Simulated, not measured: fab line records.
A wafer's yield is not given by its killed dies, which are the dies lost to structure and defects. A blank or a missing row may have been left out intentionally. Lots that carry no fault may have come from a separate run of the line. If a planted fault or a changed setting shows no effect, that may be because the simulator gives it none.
Split-lot experiment -- flow sfq_line -- 23 wafers read across 5 lots, on a route 325 steps long

== THE SPLIT ==
At SFQ_TRILAYER_R5_LITHO_COAT_136 (resist thk 600 nm), the setting spin_rpm was moved away from the recipe's 3000 rpm on 7 of the 23 wafers read, by -6.1% to +7.1%. All remaining wafers had this setting at the recipe value.

== FROM THE SPLIT TO THE READING: what the file shows between them, 3 steps ==
- SFQ_TRILAYER_R5_LITHO_SOFTBAKE_140
- SFQ_TRILAYER_R5_LITHO_EXPOSE_137: exposes mask R5, target cd 500 nm
- SFQ_TRILAYER_R5_LITHO_DEVELOP_138: time 60 s

== THE READING ==
KrF_of_TRILAYER_R5_LITHO_COAT_136.thk_nm (the simulator's own value, which no gauge read), in nm, at SFQ_TRILAYER_R5_BARC_OPEN_METAL_ETCH_177 (etches BARC in O2, target depth 125 nm, time 41.7 s). No usual value for it is given in the file. Across the 16 wafers here that went through the recipe, the average is 523.8 nm and the standard deviation 1.1 nm.

wafer,"tool, chamber at the split","spin_rpm as run, rpm",against the recipe,"KrF_of_TRILAYER_R5_LITHO_COAT_136.thk_nm, nm",against lot-mates on the recipe
L076.1,"litho_track-02, 0",3212,+7.1%,504.6,-20.0
L076.2,"litho_track-02, 0",3000,recipe,524,-
L076.4,"litho_track-02, 0",3000,recipe,524.2,-
L076.5,"litho_track-02, 0",3212,+7.1%,504.8,-19.8
L076.6,"litho_track-02, 0",3000,recipe,525.6,-
L078.1,"litho_track-02, 0",2818,-6.1%,543.2,+19.4
L078.2,"litho_track-02, 0",3000,recipe,523.8,-
L078.3,"litho_track-02, 0",3000,recipe,522.8,-
L078.4,"litho_track-02, 0",2818,-6.1%,542.5,+18.7
L078.5,"litho_track-02, 0",3000,recipe,524.7,-
L079.1,"litho_track-03, 0",3000,recipe,523.9,-
L079.2,"litho_track-03, 0",3000,recipe,521.5,-
L079.3,"litho_track-03, 0",3000,recipe,524.4,-
L079.4,"litho_track-03, 0",3000,recipe,522.9,-
L079.5,"litho_track-03, 0",3000,recipe,523,-
L080.2,"litho_track-02, 0",3000,recipe,524.5,-
L080.3,"litho_track-02, 0",3000,recipe,525.2,-
L080.6,"litho_track-02, 0",3000,recipe,524.6,-
L081.1,"litho_track-03, 0",3000,recipe,522.8,-
L081.2,"litho_track-03, 0",2848,-5.1%,540.4,+17.9
L081.3,"litho_track-03, 0",2848,-5.1%,537.2,+14.8
L081.4,"litho_track-03, 0",3000,recipe,522.1,-
L081.6,"litho_track-03, 0",2848,-5.1%,538.9,+16.4

THE FIT
A straight line over all 23 wafers: KrF_of_TRILAYER_R5_LITHO_COAT_136.thk_nm changes by -2.9 nm for each +1% of spin_rpm; r = -0.99; the points scatter about the line by 1.2 nm.
The same after taking each lot's own level away (the mean of its wafers on the recipe; 23 wafers): -3.02 nm for each +1%; r = -1.00; scatter 0.99 nm.
Per that fit: largest spin_rpm move, reading shift of 21 nm.
The span of the lots' own levels, 522.45 to 524.77 nm, comes to 2.1 times the standard deviation stated above.
The two slopes agree, so the slope changes little with the lot-to-lot level.
Check: for one of the wafers moved furthest among these (+7.1%), held out of the fit, the line's prediction against its lot-mates is -21.4 nm. It came out at -20 nm against them.

== THE OTHER SPLITS THESE WAFERS WENT THROUGH ==
Note: prior to the reading, these wafers also went through further splits. Each is held against what the fit with the lots' levels taken away leaves over:
other split on the same wafers,wafers away from the commonest value,r with KrF_of_TRILAYER_R5_LITHO_COAT_136.thk_nm (lot level and that fit taken away)
SFQ_TRILAYER_JJ_CE_LITHO_COAT_114 resist_thk_nm,10,-0.12
SFQ_TRILAYER_JJ_CE_ETCH_RIE_118 pressure_mtorr,15,-0.11
SFQ_TRILAYER_M5_LITHO_EXPOSE_124 dose_mj,10,+0.01

== THE WHOLE CHAIN: every reading that the file lists as answering this split, in the file's order ==
step,what it does,reading,change (the file's fit),r (the file's)
SFQ_TRILAYER_R5_LITHO_COAT_136,resist thk 600 nm,"KrF_of_TRILAYER_R5_LITHO_COAT_136.thk_nm (the simulator's own value, which no gauge read)",-3.06 nm for each +1% of the setting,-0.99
SFQ_TRILAYER_R5_BARC_OPEN_METAL_ETCH_177,"etches BARC in O2, target depth 125 nm, time 41.7 s","KrF_of_TRILAYER_R5_LITHO_COAT_136.thk_nm (the simulator's own value, which no gauge read)",-3.02 nm for each +1% of the setting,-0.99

== FILE'S OWN FIT ==
KrF_of_TRILAYER_R5_LITHO_COAT_136.thk_nm changes by -3.02 nm for each +1% of spin_rpm, r = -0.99.
